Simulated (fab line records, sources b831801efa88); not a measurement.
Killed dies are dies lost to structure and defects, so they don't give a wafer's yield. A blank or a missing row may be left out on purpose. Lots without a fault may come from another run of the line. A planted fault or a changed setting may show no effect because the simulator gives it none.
Which tool did it? | flow sky130 | 14 lots, 42 wafers sampled, at 4 steps of a route of 708

WHAT THE GAUGES READ, wafer by wafer
SKY_SONOS_ONO_THK_MEAS_01. Usual: SONOS_ONO_OXIDATION_THK 2.60 nm, standard deviation 0.049.
lot  | measured     | on            | SONOS_ONO_OXIDATION_THK (nm) | flag
L601 | day 11 10:54 | film_metro-03 | 2.66 2.63 2.55               |
L602 | day 11 23:16 | film_metro-04 | 2.69 2.61 2.54               |
L603 | day 12 12:51 | film_metro-03 | 2.60 2.62 2.65               |
L604 | day 12 15:43 | film_metro-04 | 2.59 2.63 2.52               |
L606 | day 13 04:59 | film_metro-02 | 2.63 2.66 2.59               |
L607 | day 13 14:27 | film_metro-03 | 2.57 2.62 2.62               |
L612 | day 15 07:16 | film_metro-03 | 2.58 2.63 2.55               |
L614 | day 15 19:17 | film_metro-03 | 2.63 2.58 2.63               |
L616 | day 16 15:31 | film_metro-04 | 2.59 2.58 2.54               |
L617 | day 16 20:51 | film_metro-03 | 2.64 2.62 2.57               |
L619 | day 17 18:41 | film_metro-02 | 2.61 2.66 2.70               |
L622 | day 18 17:55 | film_metro-04 | 2.56 2.54 2.57               |
L623 | day 19 06:56 | film_metro-02 | 2.55 2.54 2.56               |
L624 | day 19 18:44 | film_metro-03 | 2.65 2.63 2.62               |

SKY_GATE_OXIDE_OVL_MEAS_10. Usual: GATE_OXIDE_OVL -0.1 nm, standard deviation 1.3.
lot  | measured     | on         | GATE_OXIDE_OVL (nm) | flag
L601 | day 13 18:17 | overlay-01 | 3.0 1.7 1.7         |
L602 | day 14 08:38 | overlay-01 | -2.4 -1.1 -2.0      |
L603 | day 14 21:49 | overlay-01 | -0.6 -1.5 -0.6      |
L604 | day 15 04:32 | overlay-01 | 1.0 -0.2 0.0        |
L606 | day 15 19:53 | overlay-02 | -0.1 -0.1 -0.1      |
L607 | day 16 07:01 | overlay-01 | 1.4 0.5 -1.0        |
L612 | day 17 21:11 | overlay-01 | -1.9 -0.9 -1.1      |
L614 | day 18 12:55 | overlay-02 | 0.7 -0.6 1.3        |
L616 | day 19 09:01 | overlay-02 | -0.9 -0.1 0.6       |
L617 | day 19 14:40 | overlay-01 | 1.8 0.9 0.6         |
L619 | day 20 12:59 | overlay-01 | -2.5 -2.7 -1.3      |
L622 | day 21 12:04 | overlay-01 | -0.1 -0.3 -1.2      |
L623 | day 22 02:18 | overlay-02 | 0.4 1.5 0.1         |
L624 | day 22 13:21 | overlay-01 | 0.6 0.0 -0.2        |

SKY_LDD_P_TW_MEAS_11. Usual: LDD_P_TW 637, standard deviation 3.1.
lot  | measured     | on            | LDD_P_TW    | flag
L601 | day 18 23:09 | film_metro-02 | 638 635 634 |
L602 | day 19 16:22 | film_metro-01 | 629 631 635 |
L603 | day 20 03:37 | film_metro-02 | 637 636 640 |
L604 | day 20 18:52 | film_metro-02 | 637 636 635 |
L606 | day 21 08:46 | film_metro-02 | 640 634 635 |
L607 | day 21 17:22 | film_metro-02 | 636 640 640 |
L612 | day 23 07:46 | film_metro-01 | 641 637 635 |
L614 | day 24 02:57 | film_metro-02 | 634 638 643 |
L616 | day 24 23:50 | film_metro-01 | 640 639 637 |
L617 | day 25 01:22 | film_metro-04 | 633 632 635 |
L619 | day 25 23:17 | film_metro-04 | 633 637 633 |
L622 | day 27 03:40 | film_metro-02 | 645 640 642 |
L623 | day 27 11:01 | film_metro-02 | 638 639 639 |
L624 | day 27 20:46 | film_metro-01 | 634 635 631 |

WHICH TOOL RAN EACH LOT (tool, then ch and the chambers of the sampled wafers, then the start)
lot  | SKY_LDD_N_EXPOSE_04
L601 | iline_stepper-02 ch 0, day 17 00:45
L602 | iline_stepper-02 ch 0, day 17 16:55
L603 | iline_stepper-01 ch 0, day 18 03:37
L604 | iline_stepper-02 ch 0, day 18 18:40
L606 | iline_stepper-02 ch 0, day 19 08:57
L607 | iline_stepper-02 ch 0, day 19 17:49
L612 | iline_stepper-02 ch 0, day 21 07:42
L614 | iline_stepper-02 ch 0, day 22 04:41
L616 | iline_stepper-02 ch 0, day 22 22:40
L617 | iline_stepper-02 ch 0, day 23 01:54
L619 | iline_stepper-01 ch 0, day 24 01:20
L622 | iline_stepper-02, day 25 06:49
L623 | iline_stepper-01, day 25 13:56
L624 | iline_stepper-01 ch 0, day 25 23:53
- SKY_LDD_N_EXPOSE_04: exposes mask NTM, target cd 840 nm.

WHAT THE TOOLS THEMSELVES READ (means of the sampled wafers that have a number; where no wafer has one, the mark that the record gives instead)
SKY_LDD_N_EXPOSE_04. Usual: exposure_dose_mJ_cm2 110.02, standard deviation 0.11; focus_offset_nm 0.0 nm, standard deviation 0.55.
lot  | tool             | exposure_dose_mJ_cm2 | focus_offset_nm (nm) | flag
L601 | iline_stepper-02 | 110.15               | -0.7                 |
L602 | iline_stepper-02 | 110.10               | 0.1                  |
L603 | iline_stepper-01 | 110.00               | 0.5                  |
L604 | iline_stepper-02 | 110.14               | -0.4                 |
L606 | iline_stepper-02 | 110.09               | -0.1                 |
L607 | iline_stepper-02 | 109.96               | 0.3                  |
L612 | iline_stepper-02 | 110.05               | -0.8                 |
L614 | iline_stepper-02 | 109.96               | -0.0                 |
L616 | iline_stepper-02 | 109.91               | -0.3                 |
L617 | iline_stepper-02 | 110.12               | -0.6                 |
L619 | iline_stepper-01 | 110.04               | 0.2                  |
L622 | iline_stepper-02 | -                    | -                    | OFF
L623 | iline_stepper-01 | -                    | -                    | OFF
L624 | iline_stepper-01 | 110.08               | 0.3                  |

THE ANSWER, worked out from the rows above alone
Rule: a lot is off if the mean of its wafers that have a number lies more than 3 standard deviations from the usual mean. A lot without any number at a reading at which 4 lots or more have one is off too. The other lots that the step has rows for count as sound. The gauges are gone through in route order, then the tools' own readings, and for those a lot's mean is taken as printed above. The first step at which some lot is off is used, and at that step the reading that is off furthest; a lot without a number counts as furthest.
Off: L622, L623, at SKY_LDD_N_EXPOSE_04 (exposure_dose_mJ_cm2). Without a number there: L622, L623.
A tool fits if, at that step or a process step before it, it ran every lot that is off, and no sound lot after the first of them. None of those tried fits.

WHAT THE SIMULATOR HAD PUT IN
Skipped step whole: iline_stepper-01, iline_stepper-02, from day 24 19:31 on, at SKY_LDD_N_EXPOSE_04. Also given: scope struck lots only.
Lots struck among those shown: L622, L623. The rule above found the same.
